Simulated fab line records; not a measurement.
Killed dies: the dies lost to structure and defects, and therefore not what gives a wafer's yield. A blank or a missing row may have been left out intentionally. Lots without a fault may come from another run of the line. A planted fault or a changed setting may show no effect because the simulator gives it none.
A sampling plan put to the test | flow sfq_line | one line in one fab, 41 faults in these records, each fault weighed on the records of the lots it struck
What counts as the plan is the set of the line's own looks, namely the steps on the route at which a gauge or an inspection reads a wafer and does not change it. Where struck wafers have a number at a look and the file lists that look's usual mean and standard deviation on fault-free wafers, the look can be judged. Caught: the struck wafers' mean, at a look after the fault's first step, is 4 or more of those standard deviations (sigma) away from the usual mean. On the tool: the test repeated on the tool's own readings taken at the fault's steps. Also counted as caught: the struck wafers showing another recipe, or a record that is empty for them alone.

== THE FAULTS, as the simulator had put them in ==
1. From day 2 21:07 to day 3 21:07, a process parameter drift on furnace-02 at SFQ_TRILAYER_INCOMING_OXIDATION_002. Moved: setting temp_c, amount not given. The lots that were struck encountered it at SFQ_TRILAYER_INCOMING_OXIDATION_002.
2. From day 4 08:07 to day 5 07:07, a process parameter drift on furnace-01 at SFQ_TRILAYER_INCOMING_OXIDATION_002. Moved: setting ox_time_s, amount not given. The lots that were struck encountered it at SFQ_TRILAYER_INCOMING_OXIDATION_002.
3. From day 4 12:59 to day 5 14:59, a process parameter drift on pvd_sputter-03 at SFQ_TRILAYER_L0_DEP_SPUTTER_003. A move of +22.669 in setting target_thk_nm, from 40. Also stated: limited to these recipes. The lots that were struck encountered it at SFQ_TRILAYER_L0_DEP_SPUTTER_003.
4. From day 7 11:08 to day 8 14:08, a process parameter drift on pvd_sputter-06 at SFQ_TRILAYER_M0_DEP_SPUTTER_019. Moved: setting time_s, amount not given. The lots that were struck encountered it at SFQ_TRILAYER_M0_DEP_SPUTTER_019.
5. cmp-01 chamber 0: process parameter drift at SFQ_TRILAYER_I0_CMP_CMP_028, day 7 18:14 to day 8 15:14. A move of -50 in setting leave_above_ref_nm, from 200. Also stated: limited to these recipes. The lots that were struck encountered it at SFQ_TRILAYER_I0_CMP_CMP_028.
6. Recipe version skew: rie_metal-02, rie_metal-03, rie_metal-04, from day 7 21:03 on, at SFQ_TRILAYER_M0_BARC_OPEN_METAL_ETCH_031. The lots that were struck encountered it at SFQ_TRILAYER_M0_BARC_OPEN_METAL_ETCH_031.
7. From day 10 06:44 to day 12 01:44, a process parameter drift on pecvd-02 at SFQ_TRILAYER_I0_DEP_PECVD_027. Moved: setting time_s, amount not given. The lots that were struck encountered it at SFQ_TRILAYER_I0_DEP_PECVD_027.
8. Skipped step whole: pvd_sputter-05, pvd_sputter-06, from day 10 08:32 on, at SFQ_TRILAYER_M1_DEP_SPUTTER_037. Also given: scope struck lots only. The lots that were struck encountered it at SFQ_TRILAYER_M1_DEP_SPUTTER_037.
9. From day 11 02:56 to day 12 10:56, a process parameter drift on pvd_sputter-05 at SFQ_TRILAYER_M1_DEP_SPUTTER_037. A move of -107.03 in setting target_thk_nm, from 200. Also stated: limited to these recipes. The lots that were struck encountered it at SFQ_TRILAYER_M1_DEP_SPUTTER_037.
10. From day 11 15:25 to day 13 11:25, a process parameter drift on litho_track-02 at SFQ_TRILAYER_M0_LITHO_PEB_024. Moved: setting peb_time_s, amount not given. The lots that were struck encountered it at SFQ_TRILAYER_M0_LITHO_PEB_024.
11. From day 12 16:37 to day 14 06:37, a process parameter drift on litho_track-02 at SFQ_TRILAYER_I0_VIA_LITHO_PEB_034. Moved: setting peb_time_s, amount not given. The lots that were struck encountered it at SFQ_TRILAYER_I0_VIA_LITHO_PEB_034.
12. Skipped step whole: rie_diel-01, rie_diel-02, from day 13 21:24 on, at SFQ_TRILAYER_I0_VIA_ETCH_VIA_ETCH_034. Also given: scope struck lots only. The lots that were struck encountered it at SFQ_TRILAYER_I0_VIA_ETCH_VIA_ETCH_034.
13. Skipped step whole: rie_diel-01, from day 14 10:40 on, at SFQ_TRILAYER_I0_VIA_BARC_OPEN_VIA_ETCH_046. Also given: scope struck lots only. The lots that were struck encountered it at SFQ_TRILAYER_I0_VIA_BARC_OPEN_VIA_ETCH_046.
14. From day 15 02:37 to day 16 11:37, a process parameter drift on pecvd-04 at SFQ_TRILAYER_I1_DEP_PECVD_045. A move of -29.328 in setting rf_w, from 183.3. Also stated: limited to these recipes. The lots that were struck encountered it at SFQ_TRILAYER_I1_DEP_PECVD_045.
15. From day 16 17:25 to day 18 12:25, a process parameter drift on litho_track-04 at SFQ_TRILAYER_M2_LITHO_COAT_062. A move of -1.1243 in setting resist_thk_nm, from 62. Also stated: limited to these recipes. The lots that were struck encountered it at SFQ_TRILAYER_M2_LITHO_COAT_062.
16. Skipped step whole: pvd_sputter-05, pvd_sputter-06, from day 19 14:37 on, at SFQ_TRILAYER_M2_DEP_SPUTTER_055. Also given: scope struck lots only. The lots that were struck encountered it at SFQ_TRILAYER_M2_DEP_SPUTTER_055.
17. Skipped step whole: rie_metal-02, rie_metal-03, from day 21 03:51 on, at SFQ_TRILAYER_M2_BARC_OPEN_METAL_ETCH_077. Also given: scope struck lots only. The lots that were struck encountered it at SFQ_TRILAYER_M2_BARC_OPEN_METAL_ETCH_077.
18. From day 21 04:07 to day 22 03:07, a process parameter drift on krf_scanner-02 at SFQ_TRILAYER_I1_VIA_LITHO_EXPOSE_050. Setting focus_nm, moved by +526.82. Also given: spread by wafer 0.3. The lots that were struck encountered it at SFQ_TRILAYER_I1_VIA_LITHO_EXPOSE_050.
19. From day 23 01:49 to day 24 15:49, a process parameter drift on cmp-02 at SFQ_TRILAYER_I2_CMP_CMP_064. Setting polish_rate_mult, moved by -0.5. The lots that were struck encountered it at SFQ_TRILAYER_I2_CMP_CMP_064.
20. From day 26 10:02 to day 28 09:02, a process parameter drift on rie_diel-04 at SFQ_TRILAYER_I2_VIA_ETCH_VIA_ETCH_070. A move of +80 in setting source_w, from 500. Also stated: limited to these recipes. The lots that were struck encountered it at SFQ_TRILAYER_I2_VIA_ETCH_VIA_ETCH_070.
21. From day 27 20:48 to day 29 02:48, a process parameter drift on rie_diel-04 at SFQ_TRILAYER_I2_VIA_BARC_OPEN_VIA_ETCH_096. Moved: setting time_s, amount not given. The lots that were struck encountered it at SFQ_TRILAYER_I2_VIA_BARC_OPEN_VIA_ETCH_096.
22. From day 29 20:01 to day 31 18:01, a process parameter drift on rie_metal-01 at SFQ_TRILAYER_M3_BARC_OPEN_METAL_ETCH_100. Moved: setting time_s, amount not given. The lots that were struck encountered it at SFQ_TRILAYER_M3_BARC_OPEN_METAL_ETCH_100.
23. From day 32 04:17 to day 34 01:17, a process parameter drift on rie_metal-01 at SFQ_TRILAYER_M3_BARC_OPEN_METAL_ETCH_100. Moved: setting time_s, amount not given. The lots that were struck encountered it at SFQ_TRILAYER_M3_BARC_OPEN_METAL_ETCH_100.
24. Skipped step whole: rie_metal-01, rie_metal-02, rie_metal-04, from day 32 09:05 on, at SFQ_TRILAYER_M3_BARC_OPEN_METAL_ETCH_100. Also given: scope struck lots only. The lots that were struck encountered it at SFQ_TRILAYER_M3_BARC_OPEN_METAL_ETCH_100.
25. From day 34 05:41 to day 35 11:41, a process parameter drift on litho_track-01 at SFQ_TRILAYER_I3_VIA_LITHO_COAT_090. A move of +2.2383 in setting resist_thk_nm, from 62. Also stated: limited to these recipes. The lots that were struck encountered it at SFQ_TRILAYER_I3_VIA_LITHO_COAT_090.
26. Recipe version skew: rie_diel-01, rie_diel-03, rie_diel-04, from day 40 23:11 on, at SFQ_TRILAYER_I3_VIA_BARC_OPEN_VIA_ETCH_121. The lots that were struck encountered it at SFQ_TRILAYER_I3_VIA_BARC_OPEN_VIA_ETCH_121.
27. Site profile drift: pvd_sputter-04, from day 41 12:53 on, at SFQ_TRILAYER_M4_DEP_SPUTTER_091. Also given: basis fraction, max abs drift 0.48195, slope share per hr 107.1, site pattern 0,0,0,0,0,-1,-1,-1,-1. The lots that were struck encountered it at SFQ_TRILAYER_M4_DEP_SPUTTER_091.
28. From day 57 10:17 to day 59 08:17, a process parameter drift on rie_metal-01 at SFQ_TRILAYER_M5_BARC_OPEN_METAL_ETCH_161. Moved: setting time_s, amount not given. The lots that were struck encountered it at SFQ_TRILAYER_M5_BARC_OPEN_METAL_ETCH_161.
29. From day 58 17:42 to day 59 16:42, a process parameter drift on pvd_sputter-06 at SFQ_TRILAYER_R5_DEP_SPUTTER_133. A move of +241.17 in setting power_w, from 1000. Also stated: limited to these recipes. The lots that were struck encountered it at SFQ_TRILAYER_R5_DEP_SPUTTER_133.
30. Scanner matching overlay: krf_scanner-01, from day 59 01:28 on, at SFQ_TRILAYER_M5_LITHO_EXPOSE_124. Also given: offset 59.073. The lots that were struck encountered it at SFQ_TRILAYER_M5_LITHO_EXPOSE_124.
31. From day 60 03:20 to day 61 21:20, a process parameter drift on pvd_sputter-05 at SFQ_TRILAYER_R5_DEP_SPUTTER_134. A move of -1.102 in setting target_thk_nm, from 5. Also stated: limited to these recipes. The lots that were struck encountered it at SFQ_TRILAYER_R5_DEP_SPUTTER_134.
32. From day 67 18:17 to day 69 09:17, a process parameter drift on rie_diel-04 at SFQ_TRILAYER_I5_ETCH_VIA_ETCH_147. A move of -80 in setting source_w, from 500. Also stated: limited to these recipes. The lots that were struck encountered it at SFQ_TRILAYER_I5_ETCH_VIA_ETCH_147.
33. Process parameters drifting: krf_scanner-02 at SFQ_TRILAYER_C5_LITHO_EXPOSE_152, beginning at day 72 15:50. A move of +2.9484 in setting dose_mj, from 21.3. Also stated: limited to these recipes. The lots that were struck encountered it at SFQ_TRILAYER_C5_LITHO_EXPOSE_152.
34. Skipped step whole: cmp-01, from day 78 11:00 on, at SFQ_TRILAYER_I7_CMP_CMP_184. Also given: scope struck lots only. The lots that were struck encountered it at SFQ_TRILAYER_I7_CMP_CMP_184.
35. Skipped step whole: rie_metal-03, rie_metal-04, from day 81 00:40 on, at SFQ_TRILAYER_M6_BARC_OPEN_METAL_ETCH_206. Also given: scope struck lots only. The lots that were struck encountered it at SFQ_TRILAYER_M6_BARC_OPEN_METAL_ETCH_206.
36. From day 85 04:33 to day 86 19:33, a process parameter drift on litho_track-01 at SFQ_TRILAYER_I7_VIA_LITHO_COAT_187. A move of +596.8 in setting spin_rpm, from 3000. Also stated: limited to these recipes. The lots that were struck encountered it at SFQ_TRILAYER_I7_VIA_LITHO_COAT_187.
37. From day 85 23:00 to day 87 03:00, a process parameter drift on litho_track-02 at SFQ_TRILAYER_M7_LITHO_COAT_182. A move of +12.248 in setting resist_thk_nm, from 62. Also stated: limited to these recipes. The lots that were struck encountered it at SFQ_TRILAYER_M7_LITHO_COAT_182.
38. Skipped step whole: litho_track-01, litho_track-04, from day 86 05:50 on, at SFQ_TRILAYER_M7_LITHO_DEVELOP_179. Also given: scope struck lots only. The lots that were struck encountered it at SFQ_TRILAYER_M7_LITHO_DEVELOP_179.
39. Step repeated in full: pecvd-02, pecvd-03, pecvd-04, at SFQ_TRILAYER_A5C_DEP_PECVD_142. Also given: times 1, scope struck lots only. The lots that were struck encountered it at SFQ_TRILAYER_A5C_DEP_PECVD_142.
40. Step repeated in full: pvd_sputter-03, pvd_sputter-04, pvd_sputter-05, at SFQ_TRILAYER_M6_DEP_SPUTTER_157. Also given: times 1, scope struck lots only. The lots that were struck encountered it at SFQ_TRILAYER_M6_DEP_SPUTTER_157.
41. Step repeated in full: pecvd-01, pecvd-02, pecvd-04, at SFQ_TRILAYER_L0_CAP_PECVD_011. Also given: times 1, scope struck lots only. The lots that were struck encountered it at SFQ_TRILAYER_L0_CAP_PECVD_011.

== WHAT THE PLAN SAW ==
fault | on the tool itself                               | first look that catches it                      | reading, sigma         | median hours from its first step to that look | hours from the fault's start to the first struck lot there | judged looks passed uncaught
1     | tube_center_temp_C -99 or beyond sigma           | no look after it can be judged                  | -                      | -                                             | -                                                          | 0
2     | under 2 sigma                                    | no look after it can be judged                  | -                      | -                                             | -                                                          | 0
3     | under 2 sigma                                    | SFQ_L0_RS_MEAS_901                              | L0_MONX_KI_RS -33      | 0.1                                           | 8                                                          | 0
4     | under 2 sigma                                    | SFQ_M0_RS_MEAS_904                              | M0_NB_RS -8.7          | 0.1                                           | 6                                                          | 0
5     | only faintly: time_to_endpoint_s +2.7 sigma      | not the one look that can be judged after it    | -                      | -                                             | -                                                          | 1
6     | oes_product_au +27 sigma                         | no look after it can be judged                  | -                      | -                                             | -                                                          | 0
7     | run_length_s +67 sigma                           | not the one look that can be judged after it    | -                      | -                                             | -                                                          | 1
8     | the tool's record is blank for the struck wafers | not the one look that can be judged after it    | -                      | -                                             | -                                                          | 1
9     | under 2 sigma                                    | SFQ_M1_RS_MEAS_909                              | M1_NB_RS +99 or beyond | 0.1                                           | 2                                                          | 0
10    | heater_power_total_W +69 sigma                   | not the one look that can be judged after it    | -                      | -                                             | -                                                          | 1
11    | heater_power_total_W +99 or beyond sigma         | not the one look that can be judged after it    | -                      | -                                             | -                                                          | 1
12    | no reading that can be judged                    | none of the 5 looks that can be judged after it | -                      | -                                             | -                                                          | 5
13    | the tool's record is blank for the struck wafers | no look after it can be judged                  | -                      | -                                             | -                                                          | 0
14    | rf_fwd_power_W -46 sigma                         | no look after it can be judged                  | -                      | -                                             | -                                                          | 0
15    | under 2 sigma                                    | not the one look that can be judged after it    | -                      | -                                             | -                                                          | 1
16    | the tool's record is blank for the struck wafers | no look after it can be judged                  | -                      | -                                             | -                                                          | 0
17    | the tool's record is blank for the struck wafers | no look after it can be judged                  | -                      | -                                             | -                                                          | 0
18    | no reading that can be judged                    | none of the 5 looks that can be judged after it | -                      | -                                             | -                                                          | 5
19    | time_to_endpoint_s +7.6 sigma                    | no look after it can be judged                  | -                      | -                                             | -                                                          | 0
20    | rf_fwd_power_W +50 sigma                         | no look after it can be judged                  | -                      | -                                             | -                                                          | 0
21    | run_length_s +75 sigma                           | no look after it can be judged                  | -                      | -                                             | -                                                          | 0
22    | oes_product_au +16 sigma                         | no look after it can be judged                  | -                      | -                                             | -                                                          | 0
23    | oes_product_au +39 sigma                         | no look after it can be judged                  | -                      | -                                             | -                                                          | 0
24    | the tool's record is blank for the struck wafers | no look after it can be judged                  | -                      | -                                             | -                                                          | 0
25    | under 2 sigma                                    | no look after it can be judged                  | -                      | -                                             | -                                                          | 0
26    | oes_product_au +27 sigma                         | no look after it can be judged                  | -                      | -                                             | -                                                          | 0
27    | under 2 sigma                                    | SFQ_M4_RS_MEAS_924                              | M4_NB_RS +36           | 0.1                                           | 7                                                          | 0
28    | run_length_s +22 sigma                           | no look after it can be judged                  | -                      | -                                             | -                                                          | 0
29    | cathode_dc_power_W +99 or beyond sigma           | SFQ_R5_RS_MEAS_933                              | R5_MONX_RS -16         | 0.1                                           | 7                                                          | 0
30    | no reading that can be judged                    | SFQ_M5_OVL_MEAS_932                             | M5_OVL +10             | 1.3                                           | 0                                                          | 0
31    | under 2 sigma                                    | not the one look that can be judged after it    | -                      | -                                             | -                                                          | 1
32    | rf_fwd_power_W -52 sigma                         | no look after it can be judged                  | -                      | -                                             | -                                                          | 0
33    | exposure_dose_mJ_cm2 +99 or beyond sigma         | not the one look that can be judged after it    | -                      | -                                             | -                                                          | 1
34    | the tool's record is blank for the struck wafers | no look after it can be judged                  | -                      | -                                             | -                                                          | 0
35    | the tool's record is blank for the struck wafers | no look after it can be judged                  | -                      | -                                             | -                                                          | 0
36    | spin_speed_rpm +99 or beyond sigma               | not the one look that can be judged after it    | -                      | -                                             | -                                                          | 1
37    | no reading that can be judged                    | no look after it can be judged                  | -                      | -                                             | -                                                          | 0
38    | no reading that can be judged                    | no look after it can be judged                  | -                      | -                                             | -                                                          | 0
39    | under 2 sigma                                    | no look after it can be judged                  | -                      | -                                             | -                                                          | 0
40    | under 2 sigma                                    | SFQ_M6_RS_MEAS_938                              | M6_NB_RS -48           | 0.4                                           | -                                                          | 0
41    | under 2 sigma                                    | none of the 2 looks that can be judged after it | -                      | -                                             | -                                                          | 2
A dash: this means the fault isn't caught or the number doesn't appear in these records.

Caught at a look: 7 of 41. Caught on the tool: 24 of 41. By one or the other: 30 of 41.
On the tool alone, faults 1, 6, 7, 8, 10, 11, 13, 14, 16, 17, 19, 20, 21, 22, 23, 24, 26, 28, 32, 33, 34, 35, 36 were caught.
Caught at a look alone: faults 3, 4, 9, 27, 30, 40.
Caught by neither: faults 2, 5, 12, 15, 18, 25, 31, 37, 38, 39, 41.

== THINNER SAMPLING ==
If the look that catches a fault measured only every second or every third lot, by lot number, the first struck lot would be measured this late in the worst case:
fault | struck lots at that look, in order of time | every lot | every second lot | every third lot
3     | L772, L773, L775                           | 8 h       | 13 h             | may miss all 3
4     | L701, L703                                 | 6 h       | may miss all 2   | may miss all 2
9     | L738, L739                                 | 2 h       | 22 h             | may miss all 2
27    | L264, L267, L270                           | 7 h       | 27 h             | may miss all 3
29    | L370, L372                                 | 7 h       | may miss all 2   | may miss all 2
30    | L968, L969, L970                           | 0 h       | 3 h              | 14 h
Hours count from the start of the fault until the first struck lot that is measured. The limit of 4 sigma was tested on all struck wafers together, so one lot alone may lie under it. Other struck lots may not be in these records.

== THE LONGEST TIMED WAY FROM STEP TO LOOK ==
For fault 30, SFQ_TRILAYER_M5_LITHO_EXPOSE_124 and SFQ_M5_OVL_MEAS_932 are separated by a median of 1.3 hours. No look between them can be judged.
